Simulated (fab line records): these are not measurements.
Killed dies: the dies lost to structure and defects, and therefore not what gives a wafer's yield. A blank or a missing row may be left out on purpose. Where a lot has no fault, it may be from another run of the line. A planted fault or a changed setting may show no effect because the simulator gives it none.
Chamber matching || flow sky130 || 4 sister chambers for SKY_FIELD_ISO_CMP_27 on cmp-01
The step polishes, stops on Si3N4, t overpolish 16 s, target thk 457.8 nm. 4 wafers are shown with their chamber, then 7 later ones without.

== WAFERS, EACH WITH ITS CHAMBER ==
{"wafer": "L316.1", "chamber": 0, "motor-current-A (A)": 10.8}
{"wafer": "L316.4", "chamber": 3, "motor-current-A (A)": 12.4}
{"wafer": "L315.3", "chamber": 2, "motor-current-A (A)": 11.9}
{"wafer": "L315.5", "chamber": 1, "motor-current-A (A)": 14.5}

== WAFERS WHOSE CHAMBER IS MISSING ==
{"wafer": "L315.6", "motor-current-A (A)": 10.9}
{"wafer": "L326.3", "motor-current-A (A)": 12.2}
{"wafer": "L326.5", "motor-current-A (A)": 14.4}
{"wafer": "L326.6", "motor-current-A (A)": 11.8}
{"wafer": "L328.2", "motor-current-A (A)": 11.4}
{"wafer": "L328.4", "motor-current-A (A)": 14.5}
{"wafer": "L328.6", "motor-current-A (A)": 11.7}

== WHICH CHAMBER EACH WENT THROUGH ==
{"wafer": "L315.6", "from the rows above": 0, "in truth": 0}
{"wafer": "L326.3", "from the rows above": "can't be placed: 3 or 2", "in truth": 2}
{"wafer": "L326.5", "from the rows above": 1, "in truth": 1}
{"wafer": "L326.6", "from the rows above": 2, "in truth": 2}
{"wafer": "L328.2", "from the rows above": "can't be placed: 2 or 0", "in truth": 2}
{"wafer": "L328.4", "from the rows above": 1, "in truth": 1}
{"wafer": "L328.6", "from the rows above": 2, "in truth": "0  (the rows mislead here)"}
4 of 7 placed correctly. These rows do not allow placing 2 (true chamber among the candidates in 2). Wrongly placed: 1.
How it was worked out, from the rows above alone: a wafer's distance from a chamber is the root of the sum, over the readings, of the square of ((its reading less the chamber's mean) divided by the reading's scatter). If the next closest chamber is less than 2 further off than the closest, the wafer can't be placed; otherwise it belongs to the closest. Each chamber's mean is taken over the wafers shown for it. The scatter (one wafer shown for each chamber): square how far every hidden wafer sits from the nearest shown wafer, average those squares and take the square root.
